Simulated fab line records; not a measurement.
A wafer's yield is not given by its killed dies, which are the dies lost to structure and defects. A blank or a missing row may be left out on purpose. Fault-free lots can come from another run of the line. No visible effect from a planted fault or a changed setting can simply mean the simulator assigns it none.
Which tool did it? | flow gf180mcu | 24 lots with 72 wafers sampled at 4 steps, on a route of 602 steps

WHAT THE GAUGES READ, wafer by wafer
GF_V4_THK_MEAS_03. Usual: V4_CVD_02_THK typically reads 855 nm, with standard deviation 10.
lot  | measured     | on            | V4_CVD_02_THK (nm) | flag
L074 | day 23 15:59 | film_metro-02 | 828 840 851        |
L075 | day 24 00:42 | film_metro-01 | 859 874 875        |
L076 | day 24 12:32 | film_metro-02 | 857 859 859        |
L077 | day 24 14:56 | film_metro-01 | 846 862 864        |
L078 | day 24 20:52 | film_metro-04 | 842 845 854        |
L079 | day 25 11:23 | film_metro-02 | 861 871 878        |
L080 | day 25 14:15 | film_metro-02 | 843 854 869        |
L081 | day 26 03:31 | film_metro-01 | 849 849 850        |
L082 | day 26 06:53 | film_metro-04 | 837 846 850        |
L083 | day 26 10:48 | film_metro-01 | 852 854 863        |
L084 | day 26 16:05 | film_metro-02 | 852 847 869        |
L085 | day 27 04:01 | film_metro-02 | 847 849 866        |
L086 | day 27 11:43 | film_metro-04 | 849 862 856        |
L087 | day 28 00:41 | film_metro-01 | 855 845 840        |
L088 | day 28 03:48 | film_metro-04 | 833 848 843        |
L089 | day 28 10:11 | film_metro-02 | 857 858 872        |
L090 | day 28 21:09 | film_metro-01 | 855 840 868        |
L091 | day 28 23:47 | film_metro-04 | 862 868 866        |
L092 | day 29 03:48 | film_metro-01 | 865 865 861        |
L093 | day 29 11:25 | film_metro-04 | 853 861 866        |
L094 | day 29 20:54 | film_metro-04 | 832 839 840        |
L095 | day 30 03:32 | film_metro-02 | 843 862 860        |
L096 | day 30 04:56 | film_metro-01 | 845 853 864        |
L097 | day 30 09:05 | film_metro-02 | 846 875 862        |

GF_V5_BOW_MEAS_05. Usual: V5_BOW typically reads 133 um, with standard deviation 9.9.
lot  | measured     | on            | V5_BOW (um) | flag
L074 | day 26 12:11 | film_metro-04 | 127 131 129 |
L075 | day 26 19:37 | film_metro-04 | 124 118 126 |
L076 | day 27 07:47 | film_metro-03 | 126 130 136 |
L077 | day 27 09:42 | film_metro-03 | 145 138 129 |
L078 | day 27 15:03 | film_metro-03 | 128 135 122 |
L079 | day 28 04:11 | film_metro-03 | 131 134 124 |
L080 | day 28 07:44 | film_metro-03 | 138 144 149 |
L081 | day 28 19:07 | film_metro-04 | 118 118 127 |
L082 | day 28 22:42 | film_metro-03 | 125 140 131 |
L083 | day 29 02:10 | film_metro-04 | 154 146 159 |
L084 | day 29 07:55 | film_metro-02 | 143 137 146 |
L085 | day 29 18:26 | film_metro-04 | 118 119 136 |
L086 | day 30 02:03 | film_metro-04 | 139 117 124 |
L087 | day 30 12:02 | film_metro-04 | 141 125 122 |
L088 | day 30 16:44 | film_metro-02 | 136 130 141 |
L089 | day 30 21:59 | film_metro-03 | 129 142 133 |
L090 | day 31 07:28 | film_metro-02 | 133 129 143 |
L091 | day 31 11:16 | film_metro-02 | 131 134 125 |
L092 | day 31 15:25 | film_metro-04 | 138 137 141 |
L093 | day 31 21:38 | film_metro-02 | 128 129 135 |
L094 | day 32 06:02 | film_metro-02 | 140 153 139 |
L095 | day 32 12:45 | film_metro-03 | 149 148 143 |
L096 | day 32 13:17 | film_metro-03 | 131 134 124 |
L097 | day 32 17:28 | film_metro-03 | 124 127 121 |

EACH LOT AND THE TOOL THAT RAN IT (in order: tool; ch and the chambers of the sampled wafers; start)
lot  | GF_V3_SPUTTER_22             | GF_MIM_METAL_ETCH_19
L074 | pvd_sputter-03, day 22 17:05 | rie_metal-03 ch 0,1, day 25 13:31
L075 | pvd_sputter-03, day 23 00:31 | rie_metal-03 ch 0,1, day 25 21:08
L076 | pvd_sputter-01, day 23 12:52 | rie_metal-01 ch 0,1, day 26 09:38
L077 | pvd_sputter-03, day 23 15:04 | rie_metal-01 ch 0,1, day 26 11:33
L078 | pvd_sputter-03, day 23 21:26 | rie_metal-02 ch 0,1, day 26 17:20
L079 | pvd_sputter-01, day 24 11:59 | rie_metal-03 ch 0,1, day 27 06:43
L080 | pvd_sputter-01, day 24 14:46 | rie_metal-03 ch 0, day 27 10:29
L081 | pvd_sputter-01, day 25 05:17 | rie_metal-01 ch 0,1, day 27 21:50
L082 | pvd_sputter-01, day 25 08:32 | rie_metal-02 ch 0,1, day 28 01:32
L083 | pvd_sputter-01, day 25 11:50 | rie_metal-02 ch 0,1, day 28 05:11
L084 | pvd_sputter-01, day 25 17:59 | rie_metal-01 ch 0,1, day 28 10:23
L085 | pvd_sputter-03, day 26 05:36 | rie_metal-02 ch 0, day 28 21:44
L086 | pvd_sputter-01, day 26 13:17 | rie_metal-02 ch 0,1, day 29 04:54
L087 | pvd_sputter-04, day 27 03:08 | rie_metal-01 ch 0,1, day 29 15:50
L088 | pvd_sputter-03, day 27 06:20 | rie_metal-01 ch 0,1, day 29 20:35
L089 | pvd_sputter-04, day 27 12:07 | rie_metal-03 ch 0, day 30 02:17
L090 | pvd_sputter-01, day 28 00:11 | rie_metal-01 ch 0,1, day 30 11:50
L091 | pvd_sputter-04, day 28 02:49 | rie_metal-02 ch 0,1, day 30 15:49
L092 | pvd_sputter-01, day 28 06:49 | rie_metal-03 ch 1, day 30 19:50
L093 | pvd_sputter-01, day 28 14:49 | rie_metal-01 ch 0,1, day 31 02:22
L094 | pvd_sputter-01, day 28 23:44 | rie_metal-01 ch 0,1, day 31 11:14
L095 | pvd_sputter-04, day 29 07:01 | rie_metal-02 ch 0,1, day 31 18:09
L096 | pvd_sputter-03, day 29 08:05 | rie_metal-01 ch 0, day 31 18:47
L097 | pvd_sputter-03, day 29 12:37 | rie_metal-01 ch 0, day 31 22:23
- GF_V3_SPUTTER_22: material TiN, target thk 10 nm, time 40 s.
- GF_MIM_METAL_ETCH_19: etches the open film in Cl2/BCl3, stops on Si3N4, target depth 324.5 nm, time 54.1 s.

WHAT THE TOOLS THEMSELVES READ (means of the sampled wafers that have a number; where no wafer has one, the mark that the record gives instead)
GF_V3_SPUTTER_22. Usual: throttle_valve_pct reads 29.8 % (standard deviation 0.99).
lot  | tool           | throttle_valve_pct (%) | flag
L074 | pvd_sputter-03 | 29.0                   |
L075 | pvd_sputter-03 | 29.8                   |
L076 | pvd_sputter-01 | 29.7                   |
L077 | pvd_sputter-03 | 28.9                   |
L078 | pvd_sputter-03 | 30.2                   |
L079 | pvd_sputter-01 | 31.2                   |
L080 | pvd_sputter-01 | 30.5                   |
L081 | pvd_sputter-01 | 29.9                   |
L082 | pvd_sputter-01 | 30.0                   |
L083 | pvd_sputter-01 | 29.7                   |
L084 | pvd_sputter-01 | 30.6                   |
L085 | pvd_sputter-03 | 28.6                   |
L086 | pvd_sputter-01 | 30.2                   |
L087 | pvd_sputter-04 | 29.8                   |
L088 | pvd_sputter-03 | 29.0                   |
L089 | pvd_sputter-04 | 29.2                   |
L090 | pvd_sputter-01 | 30.0                   |
L091 | pvd_sputter-04 | 30.8                   |
L092 | pvd_sputter-01 | 30.0                   |
L093 | pvd_sputter-01 | 30.9                   |
L094 | pvd_sputter-01 | 30.2                   |
L095 | pvd_sputter-04 | 29.2                   |
L096 | pvd_sputter-03 | 29.0                   |
L097 | pvd_sputter-03 | 29.3                   |

GF_MIM_METAL_ETCH_19. Usual: drypump_motor_current_A 5.5 A, standard deviation 0.6; oes_product_au 0.941 a.u., standard deviation 0.0065; throttle_valve_pct 28.283 %, standard deviation 0.01.
lot  | tool         | drypump_motor_current_A (A) | oes_product_au (a.u.) | throttle_valve_pct (%) | flag
L074 | rie_metal-03 | 5.5                         | 0.943                 | 28.288                 |
L075 | rie_metal-03 | 5.6                         | 0.951                 | 28.271                 |
L076 | rie_metal-01 | 4.9                         | 0.930                 | 28.293                 |
L077 | rie_metal-01 | 4.9                         | 0.938                 | 28.280                 |
L078 | rie_metal-02 | 5.8                         | 0.940                 | 28.280                 |
L079 | rie_metal-03 | 5.5                         | 0.939                 | 28.273                 |
L080 | rie_metal-03 | 5.1                         | 0.941                 | 28.278                 |
L081 | rie_metal-01 | 4.9                         | 0.940                 | 28.283                 |
L082 | rie_metal-02 | 5.8                         | 0.939                 | 28.286                 |
L083 | rie_metal-02 | 5.5                         | 0.946                 | 28.293                 |
L084 | rie_metal-01 | 4.9                         | 0.945                 | 28.286                 |
L085 | rie_metal-02 | 6.1                         | 0.939                 | 28.288                 |
L086 | rie_metal-02 | 5.8                         | 0.932                 | 28.293                 |
L087 | rie_metal-01 | 4.9                         | 0.940                 | 28.289                 |
L088 | rie_metal-01 | 4.9                         | 0.938                 | 28.276                 |
L089 | rie_metal-03 | 5.1                         | 0.949                 | 28.277                 |
L090 | rie_metal-01 | 5.1                         | 0.946                 | 28.277                 |
L091 | rie_metal-02 | 5.8                         | 0.946                 | 28.275                 |
L092 | rie_metal-03 | 6.4                         | 0.944                 | 28.287                 |
L093 | rie_metal-01 | 5.1                         | 0.941                 | 28.268                 |
L094 | rie_metal-01 | 5.2                         | 0.938                 | 28.289                 |
L095 | rie_metal-02 | 5.4                         | 0.939                 | 28.285                 |
L096 | rie_metal-01 | 5.4                         | 0.935                 | 28.280                 |
L097 | rie_metal-01 | 5.4                         | 0.942                 | 28.283                 |

THE ANSWER, worked out from the rows above alone
Rule: take the mean of a lot's wafers that have a number; if it is more than 3 standard deviations from the usual mean, the lot is off. Also off: a lot with no number at a reading for which 4 or more lots have one. Any other lot the step has rows for is counted as sound. The gauges are gone through in route order, then the tools' own readings, and for those a lot's mean is taken as printed above. At the first step where some lot is off, the reading lying furthest off is the one used; lots without a number count as furthest.
Nothing can be told from this: no lot is off at any reading shown.

WHAT WAS PUT IN BY THE SIMULATOR
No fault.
